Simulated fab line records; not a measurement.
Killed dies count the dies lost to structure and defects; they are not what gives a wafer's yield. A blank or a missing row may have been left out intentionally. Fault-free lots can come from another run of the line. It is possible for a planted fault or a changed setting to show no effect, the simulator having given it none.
fab line records | flow gf180mcu
[record] lots = 24 wafers = 72 last_day = 34
route steps=602 shown PSD@256 CONTACT@305 M2@376 M4@470 V4@481 MIM@506
lots untouched by any fault: they come from a run of this same line in which no faults occurred
start_h: hours from the record's opening day to when the first of the lot's shown wafers began | wait_h: hours from the lot's prior step to this one | " same as the row above | L1.1+2: a row that stands for several wafers | - no value present, or no start provided | * or withheld: withheld | < > ~ a bound
route shown NAME@n: NAME is a module with steps in the file, n the number in the route of the first one | usual: the fault-free wafers' mean and standard deviation | same: alike in all rows | chamber/n: place in a boat | sites: each site's reading | _std_site: their standard deviation | _edge_site: the outer-site mean with the inner-site mean subtracted | radius_mm: how far each site lies from the wafer's centre | mask NAME#n: copy n | behind: the tool/chamber that last shaped the wafer | hold: what put the lot on hold/how long, in hours/how the hold closed | device: the n, p or np transistor that did not switch | end of line: the route-end tests of the same wafers | a step with no rows: only its recipe | killed: count of dies lost to structure and defects at first sort (not the wafer's yield) | map: per-die view of a wafer (x killed, . not killed, _ where there is no die)
set.NAME: the setting that was run; set.NAME@STEP: the one run at that earlier step | model.NAME: the simulator's own value behind a step, which no gauge read
the route's steps for a sample of lots (tables are steps, rows are wafers)
services: the hour from which a tool's chamber was out of use, counted from the record's first day as start_h (under 0 if before that day), plus the number of hours and why
[[steps]]
[step GF_PSD_OVL_MEAS_08]
[usual] PSD_OVL = 0.8/1.2
// columns lot.wafer tool chamber start_h wait_h PSD_OVL[nm]
L074.2 overlay-02 - 316.49 0.1 1.9
L074.3 " - " " 2.7
L074.5 " - " " 0.1
L075.2 overlay-02 - 331.19 0.1 0.1
L075.3 " - " " 0.4
L075.5 " - " " -0.3
L076.1 overlay-01 - 347.26 0.1 -0.2
L076.2 " - " " -0.4
L076.6 " - " " 2.6
L077.1 overlay-01 - 348.80 0.1 -0.1
L077.2 " - " " -2.2
L077.3 " - " " 1.0
L078.1 overlay-02 - 363.38 0.1 -0.1
L078.2 " - " " -0.2
L078.3 " - " " 0.4
L079.2 overlay-02 - 364.39 0.1 -0.2
L079.3 " - " " -1.1
L079.6 " - " " 1.6
L080.1 overlay-02 - 377.15 0.1 3.2
L080.2 " - " " 3.3
L080.4 " - " " 3.1
L081.1 overlay-02 - 387.51 0.1 0.8
L081.5 " - " " 0.4
L081.6 " - " " 0.2
L082.3 overlay-02 - 391.22 0.1 0.5
L082.4 " - " " -0.4
L082.5 " - " " 0.8
L083.1 overlay-02 - 393.58 0.1 1.0
L083.3 " - " " -0.2
L083.6 " - " " -0.2
L084.1 overlay-02 - 403.80 0.1 3.0
L084.2 " - " " 3.0
L084.4 " - " " 1.7
L085.2 overlay-02 - 411.76 0.1 0.5
L085.5 " - " " 0.6
L085.6 " - " " 1.1
L086.1 overlay-02 - 418.70 0.1 1.4
L086.3 " - " " 2.4
L086.6 " - " " 1.1
L087.3 overlay-02 - 428.10 0.1 1.1
L087.4 " - " " 0.9
L087.5 " - " " 1.4
L088.3 overlay-01 - 438.97 0.1 0.4
L088.4 " - " " -0.1
L088.5 " - " " -0.7
L089.1 overlay-02 - 442.66 0.1 1.7
L089.2 " - " " 0.5
L089.3 " - " " 0.6
L090.3 overlay-01 - 454.87 0.1 2.0
L090.5 " - " " 3.3
L090.6 " - " " 1.1
L091.2 overlay-01 - 461.95 0.1 0.7
L091.3 " - " " -0.8
L091.4 " - " " 0.3
L092.2 overlay-02 - 465.51 0.1 2.9
L092.5 " - " " 3.2
L092.6 " - " " 1.1
L093.2 overlay-02 - 471.75 0.1 1.3
L093.3 " - " " 0.2
L093.5 " - " " -1.4
L094.2 overlay-02 - 477.94 0.1 0.6
L094.3 " - " " 1.2
L094.4 " - " " 1.1
L095.2 overlay-01 - 492.15 0.1 -0.9
L095.4 " - " " 0.1
L095.6 " - " " -1.1
L096.3 overlay-01 - 498.74 0.1 -0.2
L096.5 " - " " -1.2
L096.6 " - " " 0.3
L097.1 overlay-01 - 510.93 0.1 0.0
L097.2 " - " " -0.1
L097.4 " - " " 0.5
[step GF_CONTACT_STRIP_18]
[recipe] chemistry = O2/N2 power_w = 1400 pressure_mtorr = 1500 platen_temp_c = 250 o2_flow_sccm = 3000 n2_flow_sccm = 300 overash_fraction = 0.5
[usual] chamber_pressure_mTorr = 1500.0/1.3 drypump_motor_current_A = 5.9/0.44 heater_power_w = 310/28 oes_product_au = 0.580/0.0052
// columns lot.wafer tool chamber start_h wait_h chamber_pressure_mTorr drypump_motor_current_A heater_power_w oes_product_au rf_hours_counter_h
L074.2 plasma_asher-01 0 361.48 - 1502.1 5.2 350 0.587 71
L074.3 " 0 " " 1497.5 5.2 364 0.575 -
L074.5 " 0 " " 1499.4 5.2 349 0.591 -
L075.2 plasma_asher-01 0 378.38 - 1497.7 5.3 345 0.588 72
L075.3 " 0 " " 1498.8 5.3 350 0.580 -
L075.5 " 0 " " 1501.8 5.2 348 0.589 -
L076.1 plasma_asher-01 1 394.60 - 1500.3 5.4 283 0.573 74
L076.2 " 0 " " 1497.8 5.3 351 0.583 74
L076.6 " 1 " " 1497.7 5.4 281 0.581 -
L077.1 plasma_asher-02 0 395.68 - 1499.6 6.2 283 0.588 60
L077.2 " 1 " " 1500.3 6.2 308 0.590 60
L077.3 " 1 " " 1499.9 6.2 318 0.572 -
L078.1 plasma_asher-02 0 411.83 - 1499.5 6.3 277 0.585 61
L078.2 " 1 " " 1502.1 6.3 310 0.579 61
L078.3 " 1 " " 1501.7 6.3 309 0.585 -
L079.2 plasma_asher-04 1 413.48 - 1500.1 5.2 379 0.580 81
L079.3 " 1 " " 1500.3 5.2 375 0.573 -
L079.6 " 0 " " 1499.7 5.5 326 0.578 -
L080.1 plasma_asher-02 1 425.83 - 1499.5 6.2 308 0.575 63
L080.2 " 0 " " 1499.2 6.2 271 0.574 63
L080.4 " 0 " " 1500.9 6.2 286 0.592 -
L081.1 plasma_asher-02 1 437.40 - 1498.6 6.3 302 0.575 64
L081.5 " 0 " " 1500.4 6.3 282 0.573 -
L081.6 " 1 " " 1500.1 6.3 303 0.569 -
L082.3 plasma_asher-02 0 440.62 - 1497.8 6.3 275 0.579 -
L082.4 " 1 " " 1499.7 6.3 307 0.576 -
L082.5 " 1 " " 1498.8 6.3 311 0.581 -
L083.1 plasma_asher-02 0 444.13 - 1501.2 6.2 287 0.581 65
L083.3 " 0 " " 1501.3 6.2 288 0.571 -
L083.6 " 0 " " 1500.4 6.2 282 0.584 -
L084.1 plasma_asher-04 0 453.93 - 1498.8 5.5 337 0.576 2
L084.2 " 1 " " 1500.1 5.2 351 0.574 2
L084.4 " 1 " " 1499.6 5.2 358 0.574 -
L085.2 plasma_asher-04 1 463.03 - 1499.1 5.3 358 0.582 3
L085.5 " 0 " " 1501.4 5.5 339 0.588 -
L085.6 " 1 " " 1498.5 5.2 355 0.576 -
L086.1 plasma_asher-02 1 469.88 - 1501.6 6.3 306 0.579 68
L086.3 " 1 " " 1497.4 6.3 301 0.578 -
L086.6 " 0 " " 1502.1 6.2 277 0.580 -
L087.3 plasma_asher-04 1 478.73 - 1499.8 5.2 358 0.571 -
L087.4 " 0 " " 1498.9 5.5 341 0.574 -
L087.5 " 1 " " 1501.1 5.2 354 0.576 -
L088.3 plasma_asher-02 1 489.91 - 1499.3 6.3 310 0.581 -
L088.4 " 0 " " 1499.2 6.3 277 0.580 -
L088.5 " 0 " " 1499.0 6.3 282 0.579 -
L089.1 plasma_asher-04 0 493.35 - 1499.8 5.5 342 0.579 7
L089.2 " 1 " " 1500.2 5.2 356 0.581 7
L089.3 " 1 " " 1498.1 5.2 347 0.585 -
L090.3 plasma_asher-02 0 504.91 - 1500.0 6.3 284 0.586 -
L090.5 " 0 " " 1501.3 6.2 278 0.578 -
L090.6 " 1 " " 1501.1 6.2 310 0.584 -
L091.2 plasma_asher-02 0 512.47 - 1501.4 6.2 278 0.571 72
L091.3 " 1 " " 1501.2 6.2 309 0.578 -
L091.4 " 0 " " 1501.0 6.3 276 0.576 -
L092.2 plasma_asher-02 1 515.48 - 1498.8 6.3 305 0.579 72
L092.5 " 0 " " 1499.7 6.3 287 0.589 -
L092.6 " 1 " " 1499.8 6.2 308 0.580 -
L093.2 plasma_asher-01 1 521.25 - 1502.1 5.4 285 0.575 88
L093.3 " 0 " " 1498.6 5.3 349 0.574 -
L093.5 " 0 " " 1500.2 5.3 359 0.579 -
L094.2 plasma_asher-02 0 527.15 - 1499.5 6.2 290 0.574 73
L094.3 " 1 " " 1501.0 6.2 299 0.575 -
L094.4 " 0 " " 1499.4 6.2 284 0.581 -
L095.2 plasma_asher-02 0 540.48 - 1500.6 6.3 295 0.577 75
L095.4 " 0 " " 1498.4 6.3 283 0.584 -
L095.6 " 0 " " 1498.9 6.3 284 0.570 -
L096.3 plasma_asher-02 0 547.46 - 1499.4 6.3 285 0.580 -
L096.5 " 0 " " 1498.5 6.3 290 0.578 -
L096.6 " 1 " " 1501.1 6.2 306 0.581 -
L097.1 plasma_asher-02 1 560.07 - 1499.4 6.2 307 0.574 77
L097.2 " 0 " " 1501.9 6.3 280 0.584 77
L097.4 " 0 " " 1501.0 6.2 281 0.592 -
[step GF_M2_CD_MEAS_14]
[recipe] target_cd_nm = 280
[usual] cd_nm = 279.8/1.5
// columns lot.wafer tool chamber start_h wait_h cd_nm
L074.2 cd_sem-01 - 436.68 0.1 278.1
L074.3 " - " " 279.8
L074.5 " - " " 278.5
L075.2 cd_sem-01 - 453.58 0.1 281.3
L075.3 " - " " 282.2
L075.5 " - " " 281.7
L076.1 cd_sem-01 - 470.31 0.1 279.5
L076.2 " - " " 280.7
L076.6 " - " " 280.8
L077.1 cd_sem-01 - 470.59 0.1 280.2
L077.2 " - " " 281.3
L077.3 " - " " 281.7
L078.1 cd_sem-01 - 489.64 0.1 278.7
L078.2 " - " " 278.8
L078.3 " - " " 277.7
L079.2 cd_sem-02 - 491.25 0.1 277.8
L079.3 " - " " 278.6
L079.6 " - " " 276.8
L080.1 cd_sem-01 - 501.13 0.1 279.9
L080.2 " - " " 280.1
L080.4 " - " " 280.2
L081.1 cd_sem-01 - 513.76 0.1 280.8
L081.5 " - " " 279.1
L081.6 " - " " 280.3
L082.3 cd_sem-02 - 516.12 0.1 278.6
L082.4 " - " " 280.8
L082.5 " - " " 279.2
L083.1 cd_sem-01 - 519.83 0.1 284.3
L083.3 " - " " 283.2
L083.6 " - " " 282.6
L084.1 cd_sem-01 - 527.63 0.1 279.0
L084.2 " - " " 279.9
L084.4 " - " " 278.6
L085.2 cd_sem-02 - 537.58 0.1 280.6
L085.5 " - " " 282.0
L085.6 " - " " 280.6
L086.1 cd_sem-02 - 543.93 0.1 278.8
L086.3 " - " " 279.4
L086.6 " - " " 279.5
L087.3 cd_sem-01 - 551.07 0.1 280.4
L087.4 " - " " 280.0
L087.5 " - " " 280.8
L088.3 cd_sem-01 - 562.55 0.1 280.0
L088.4 " - " " 280.0
L088.5 " - " " 280.8
L089.1 cd_sem-02 - 566.53 0.1 282.7
L089.2 " - " " 279.9
L089.3 " - " " 282.6
L090.3 cd_sem-02 - 575.65 0.1 278.4
L090.5 " - " " 279.0
L090.6 " - " " 278.2
L091.2 cd_sem-02 - 584.38 0.1 282.5
L091.3 " - " " 281.5
L091.4 " - " " 281.8
L092.2 cd_sem-01 - 586.33 0.1 278.4
L092.5 " - " " 278.7
L092.6 " - " " 278.2
L093.2 cd_sem-01 - 593.38 0.1 277.3
L093.3 " - " " 278.2
L093.5 " - " " 276.5
L094.2 cd_sem-02 - 595.98 0.1 279.5
L094.3 " - " " 279.6
L094.4 " - " " 278.1
L095.2 cd_sem-02 - 610.43 0.1 280.5
L095.4 " - " " 280.7
L095.6 " - " " 280.8
L096.3 cd_sem-01 - 617.10 0.1 279.6
L096.5 " - " " 279.2
L096.6 " - " " 279.2
L097.1 cd_sem-01 - 626.58 0.1 280.9
L097.2 " - " " 280.7
L097.4 " - " " 281.0
[step GF_M4_CD_MEAS_14]
[recipe] target_cd_nm = 280
[usual] cd_nm = 280.3/0.99
// columns lot.wafer tool chamber start_h wait_h cd_nm
L074.2 cd_sem-02 - 538.55 0.1 280.1
L074.3 " - " " 279.3
L074.5 " - " " 279.5
L075.2 cd_sem-01 - 552.03 0.1 280.3
L075.3 " - " " 281.7
L075.5 " - " " 280.2
L076.1 cd_sem-02 - 568.66 0.1 280.7
L076.2 " - " " 279.4
L076.6 " - " " 281.1
L077.1 cd_sem-01 - 569.31 0.1 278.9
L077.2 " - " " 278.2
L077.3 " - " " 278.2
L078.1 cd_sem-01 - 586.01 0.1 281.7
L078.2 " - " " 282.3
L078.3 " - " " 281.9
L079.2 cd_sem-01 - 587.58 0.1 281.1
L079.3 " - " " 278.5
L079.6 " - " " 279.9
L080.1 cd_sem-01 - 595.11 0.1 281.0
L080.2 " - " " 280.1
L080.4 " - " " 279.3
L081.1 cd_sem-02 - 607.98 0.1 281.0
L081.5 " - " " 281.2
L081.6 " - " " 281.3
L082.3 cd_sem-01 - 610.67 0.1 280.3
L082.4 " - " " 280.3
L082.5 " - " " 279.3
L083.1 cd_sem-01 - 613.28 0.1 281.4
L083.3 " - " " 280.5
L083.6 " - " " 280.5
L084.1 cd_sem-02 - 619.51 0.1 280.2
L084.2 " - " " 280.5
L084.4 " - " " 281.3
L085.2 cd_sem-02 - 628.78 0.1 282.3
L085.5 " - " " 279.9
L085.6 " - " " 281.5
L086.1 cd_sem-01 - 635.61 0.1 279.0
L086.3 " - " " 277.6
L086.6 " - " " 279.3
L087.3 cd_sem-02 - 641.02 0.1 280.4
L087.4 " - " " 280.1
L087.5 " - " " 279.5
L088.3 cd_sem-01 - 651.37 0.1 279.6
L088.4 " - " " 280.7
L088.5 " - " " 279.6
L089.1 cd_sem-02 - 655.51 0.1 280.6
L089.2 " - " " 279.9
L089.3 " - " " 281.2
L090.3 cd_sem-01 - 663.75 0.1 280.8
L090.5 " - " " 280.4
L090.6 " - " " 280.9
L091.2 cd_sem-01 - 671.75 0.1 281.0
L091.3 " - " " 280.8
L091.4 " - " " 281.1
L092.2 cd_sem-01 - 673.60 0.1 278.8
L092.5 " - " " 278.5
L092.6 " - " " 279.1
L093.2 cd_sem-02 - 681.13 0.1 281.0
L093.3 " - " " 281.3
L093.5 " - " " 281.5
L094.2 cd_sem-01 - 681.15 0.1 279.7
L094.3 " - " " 280.6
L094.4 " - " " 280.2
L095.2 cd_sem-01 - 695.92 0.2 280.7
L095.4 " - " " 281.6
L095.6 " - " " 281.5
L096.3 cd_sem-01 - 701.19 0.2 280.4
L096.5 " - " " 280.3
L096.6 " - " " 280.2
L097.1 cd_sem-01 - 709.98 0.1 281.1
L097.2 " - " " 281.5
L097.4 " - " " 281.7
[step GF_V4_BOW_MEAS_05]
[recipe] mode = bow
[usual] V4_BOW = 132/9.3
// columns lot.wafer tool chamber start_h wait_h V4_BOW[um]
L074.2 film_metro-04 - 539.96 0.2 146
L074.3 " - " " 134
L074.5 " - " " 145
L075.2 film_metro-01 - 553.52 0.1 129
L075.3 " - " " 141
L075.5 " - " " 118
L076.1 film_metro-04 - 570.07 0.1 139
L076.2 " - " " 145
L076.6 " - " " 136
L077.1 film_metro-01 - 570.71 0.2 115
L077.2 " - " " 130
L077.3 " - " " 110
L078.1 film_metro-04 - 587.40 0.2 141
L078.2 " - " " 136
L078.3 " - " " 137
L079.2 film_metro-01 - 588.98 0.2 136
L079.3 " - " " 122
L079.6 " - " " 140
L080.1 film_metro-04 - 596.51 0.1 146
L080.2 " - " " 134
L080.4 " - " " 135
L081.1 film_metro-03 - 609.38 0.2 145
L081.5 " - " " 127
L081.6 " - " " 139
L082.3 film_metro-03 - 612.25 0.1 136
L082.4 " - " " 118
L082.5 " - " " 124
L083.1 film_metro-04 - 614.85 0.1 135
L083.3 " - " " 143
L083.6 " - " " 135
L084.1 film_metro-03 - 620.91 0.1 139
L084.2 " - " " 123
L084.4 " - " " 130
L085.2 film_metro-01 - 630.55 0.3 146
L085.5 " - " " 142
L085.6 " - " " 141
L086.1 film_metro-04 - 637.02 0.2 123
L086.3 " - " " 125
L086.6 " - " " 132
L087.3 film_metro-01 - 642.39 0.1 137
L087.4 " - " " 123
L087.5 " - " " 130
L088.3 film_metro-01 - 652.80 0.2 134
L088.4 " - " " 131
L088.5 " - " " 137
L089.1 film_metro-04 - 656.97 0.1 146
L089.2 " - " " 137
L089.3 " - " " 133
L090.3 film_metro-01 - 665.14 0.1 130
L090.5 " - " " 137
L090.6 " - " " 136
L091.2 film_metro-04 - 673.15 0.2 131
L091.3 " - " " 126
L091.4 " - " " 133
L092.2 film_metro-04 - 674.97 0.2 126
L092.5 " - " " 127
L092.6 " - " " 129
L094.2 film_metro-04 - 682.61 0.2 124
L094.3 " - " " 148
L094.4 " - " " 124
L093.2 film_metro-01 - 682.62 0.2 133
L093.3 " - " " 124
L093.5 " - " " 124
L095.2 film_metro-04 - 697.63 0.1 126
L095.4 " - " " 130
L095.6 " - " " 125
L096.3 film_metro-04 - 702.56 0.2 110
L096.5 " - " " 114
L096.6 " - " " 107
L097.1 film_metro-04 - 711.35 0.1 120
L097.2 " - " " 119
L097.4 " - " " 132
[step GF_MIM_SPUTTER_03]
[recipe] material = Ti target_thk_nm = 10 substrate_temp_c = 300 chamber_pressure_pa = 0.3 power_w = 3000 time_s = 6.7
[usual] throttle_valve_pct = 30.1/1
// columns lot.wafer tool chamber start_h wait_h throttle_valve_pct
L074.2 pvd_sputter-03 - 563.63 0.0 33.1
L074.3 " - " " 29.3
L074.5 " - " " 29.4
L075.2 pvd_sputter-04 - 577.47 0.0 30.5
L075.3 " - " " 29.6
L075.5 " - " " 30.6
L076.1 pvd_sputter-03 - 593.63 0.0 29.7
L076.2 " - " " 33.3
L076.6 " - " " 29.5
L077.1 pvd_sputter-04 - 594.11 0.0 30.8
L077.2 " - " " 29.4
L077.3 " - " " 30.8
L078.1 pvd_sputter-01 - 610.33 0.0 28.6
L078.2 " - " " 28.9
L078.3 " - " " 29.9
L079.2 pvd_sputter-01 - 611.73 0.0 30.5
L079.3 " - " " 29.2
L079.6 " - " " 28.8
L080.1 pvd_sputter-01 - 618.85 0.0 30.7
L080.2 " - " " 29.0
L080.4 " - " " 29.0
L081.1 pvd_sputter-01 - 631.38 0.0 30.3
L081.5 " - " " 28.6
L081.6 " - " " 30.5
L082.3 pvd_sputter-04 - 635.03 0.0 29.7
L082.4 " - " " 29.5
L082.5 " - " " 31.1
L083.1 pvd_sputter-04 - 636.93 0.0 29.6
L083.3 " - " " 30.4
L083.6 " - " " 31.1
L084.1 pvd_sputter-03 - 642.13 0.0 33.0
L084.2 " - " " 30.2
L084.4 " - " " 29.3
L085.2 pvd_sputter-03 - 652.31 0.0 30.1
L085.5 " - " " 33.0
L085.6 " - " " 29.0
L086.1 pvd_sputter-04 - 658.24 0.0 29.6
L086.3 " - " " 31.1
L086.6 " - " " 30.2
L087.3 pvd_sputter-01 - 663.47 0.0 30.3
L087.4 " - " " 29.9
L087.5 " - " " 28.8
L088.3 pvd_sputter-01 - 674.85 0.0 28.9
L088.4 " - " " 28.8
L088.5 " - " " 28.8
L089.1 pvd_sputter-04 - 678.20 0.0 29.7
L089.2 " - " " 30.2
L089.3 " - " " 30.8
L090.3 pvd_sputter-01 - 686.28 0.0 29.2
L090.5 " - " " 28.4
L090.6 " - " " 29.8
L091.2 pvd_sputter-04 - 695.09 0.0 30.2
L091.3 " - " " 30.9
L091.4 " - " " 29.2
L092.2 pvd_sputter-04 - 696.05 0.0 30.7
L092.5 " - " " 31.0
L092.6 " - " " 29.3
L094.2 pvd_sputter-04 - 703.05 0.0 30.9
L094.3 " - " " 29.6
L094.4 " - " " 30.0
L093.2 pvd_sputter-01 - 703.70 0.0 29.0
L093.3 " - " " 30.6
L093.5 " - " " 29.0
L095.2 pvd_sputter-01 - 717.70 0.0 30.0
L095.4 " - " " 28.7
L095.6 " - " " 29.0
L096.3 pvd_sputter-04 - 722.93 0.0 31.2
L096.5 " - " " 30.1
L096.6 " - " " 31.2
L097.1 pvd_sputter-03 - 731.21 0.0 29.3
L097.2 " - " " 33.3
L097.4 " - " " 29.9
[[services]]
// columns tool chamber start_h hours kind
pvd_sputter-04 - 338.95 1.4 repair
plasma_asher-02 - 352.41 0.7 repair
plasma_asher-04 - 409.18 0.4 repair
plasma_asher-04 - 421.25 9.0 pm
plasma_asher-04 - 438.52 0.9 repair
plasma_asher-01 - 464.81 1.2 repair
plasma_asher-04 - 465.11 1.2 repair
plasma_asher-04 - 472.39 0.8 repair
plasma_asher-02 - 472.66 1.2 repair
plasma_asher-02 - 492.10 3.1 pm
plasma_asher-01 - 510.74 4.3 pm
pvd_sputter-01 1 528.35 - consumable_replace:kit
pvd_sputter-01 1 528.35 18.0 scheduled_down
pvd_sputter-03 - 571.32 8.4 repair
plasma_asher-04 - 584.24 17.2 pm
plasma_asher-04 - 605.81 30.2 repair
pvd_sputter-03 - 620.23 1.0 repair
pvd_sputter-04 2 630.63 - consumable_replace:kit
pvd_sputter-04 2 630.63 18.0 scheduled_down
pvd_sputter-04 2 630.63 18.0 vent_cycle
plasma_asher-01 - 637.91 2.8 pm
pvd_sputter-01 - 651.30 9.6 repair
pvd_sputter-03 - 678.42 2.7 repair
pvd_sputter-03 - 723.45 1.7 repair
[[key]]
fault none
